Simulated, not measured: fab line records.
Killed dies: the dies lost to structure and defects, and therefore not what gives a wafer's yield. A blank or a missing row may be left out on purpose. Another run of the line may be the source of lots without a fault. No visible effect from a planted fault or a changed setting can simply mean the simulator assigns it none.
Struck lot and sound lot, side by side -- flow sfq-line -- 14 out of 325 route steps
Sound: the wafers L174.1, L174.4, L174.6. Wafers struck: L182.1, L182.3, L182.5. The cause is named last.
For every step that has rows: the tool of each side, followed by ch and its chambers, followed by its first start. Under that, the readings that differ: sound wafers -- struck wafers -- difference of the means -- sigmas: that difference in standard deviations of wafers without a fault.
alike: a reading whose means differ by less than 2 such deviations, as well as words and numbers matching on both sides. not compared: withheld readings; readings where some wafer has no value; bounds like >300 that might hide an equal value; numbers whose values overlap and for which the record gives no deviation.
The two part at a step that has a row with sigmas, a row that says differs or no value, or rows on one side only. Numbers that don't overlap but have no deviation are shown without sigmas and don't part them. A reading that every wafer of one side lacks parts them only if that side has two wafers or more.

first, 6 steps without rows for these wafers: SFQ_TRILAYER_M4_LITHO_COAT_098 (resist thk 62 nm); SFQ_TRILAYER_M4_LITHO_COAT_093 (resist thk 600 nm); SFQ_TRILAYER_M4_LITHO_SOFTBAKE_097; SFQ_TRILAYER_M4_LITHO_EXPOSE_094 (exposes mask M4, target cd 500 nm); SFQ_TRILAYER_M4_LITHO_PEB_096 (peb time 60 s); SFQ_TRILAYER_M4_LITHO_DEVELOP_095 (time 60 s).
SFQ_M4_OVL_MEAS_926:
  sound on overlay-02 at day 41 02:27; struck on overlay-01 at day 47 08:11
  alike: M4_OVL
SFQ_TRILAYER_M4_BARC_OPEN_METAL_ETCH_123: etches BARC in O2, target depth 125 nm, time 41.7 s.
  sound on rie-metal-04 ch 1, day 41 02:29; struck on rie-metal-04 ch 0,1, day 47 08:13
reading,sound,struck,difference,sigmas
oes-product-au (a.u.),0.686 0.682 0.676,0.698 0.686 0.690,+0.010,+2
  alike: chamber-pressure-mTorr, drypump-motor-current-A, he-backside-leak-sccm
  not compared: rf-hours-counter-h
SFQ_TRILAYER_M4_ETCH_METAL_ETCH_096: etches Nb in Cl2/Ar, stops on SiO2, target depth 240 nm, time 120 s.
  sound on rie-metal-04 ch 1, day 41 02:32; struck on rie-metal-04 ch 0,1, day 47 08:17
reading,sound,struck,difference,sigmas
oes-product-au (a.u.),0.888 0.888 0.883,0.896 0.905 0.901,+0.014,+2
  alike: chamber-pressure-mTorr, drypump-motor-current-A, he-backside-leak-sccm
  not compared: rf-hours-counter-h
SFQ_TRILAYER_M4_STRIP_STRIP_097: strips in O2.
  sound on rie-metal-04 ch 1, day 41 02:40; struck on rie-metal-04 ch 0,1, day 47 08:24
  alike: chamber-pressure-mTorr, drypump-motor-current-A, he-backside-leak-sccm, oes-product-au, platen-temp-c
  not compared: rf-hours-counter-h
then, 1 step without rows for these wafers: SFQ_TRILAYER_M4_STRIP_SOLV_CLEAN_098 (cleans in NMP, time 600 s).
SFQ_TRILAYER_I4_DEP_PECVD_099: deposits SiO2 from SiH4/N2O, time 111.11 s, target thk 500 nm.
  sound on pecvd-01 ch 1,2, day 41 03:28; struck on pecvd-02 ch 0,1,2, day 47 09:11
  alike: chamber-pressure-Torr, heater-power-w, throttle-valve-pct
SFQ_TRILAYER_I4_CMP_CMP_100: polishes SiO2.
  sound on cmp-02 ch 0,1,3, day 41 03:32; struck on cmp-01 ch 0,1,2, day 47 09:16
reading,sound,struck,difference,sigmas
time-to-endpoint-s (s),215 215 208,116 119 119,-95,-10
  alike: motor-current-A
SFQ_I4_BOW_MEAS_927:
  sound on film-metro-04 at day 41 06:32; struck on film-metro-01 at day 47 12:16
  alike: I4_BOW

== WHERE THEY PART ==
Last at SFQ_TRILAYER_I4_CMP_CMP_100 as far as this record goes, first at SFQ_TRILAYER_M4_BARC_OPEN_METAL_ETCH_123. Later steps at which nothing parts them and some readings are alike: SFQ_I4_BOW_MEAS_927.

WHY: whatever the simulator had introduced
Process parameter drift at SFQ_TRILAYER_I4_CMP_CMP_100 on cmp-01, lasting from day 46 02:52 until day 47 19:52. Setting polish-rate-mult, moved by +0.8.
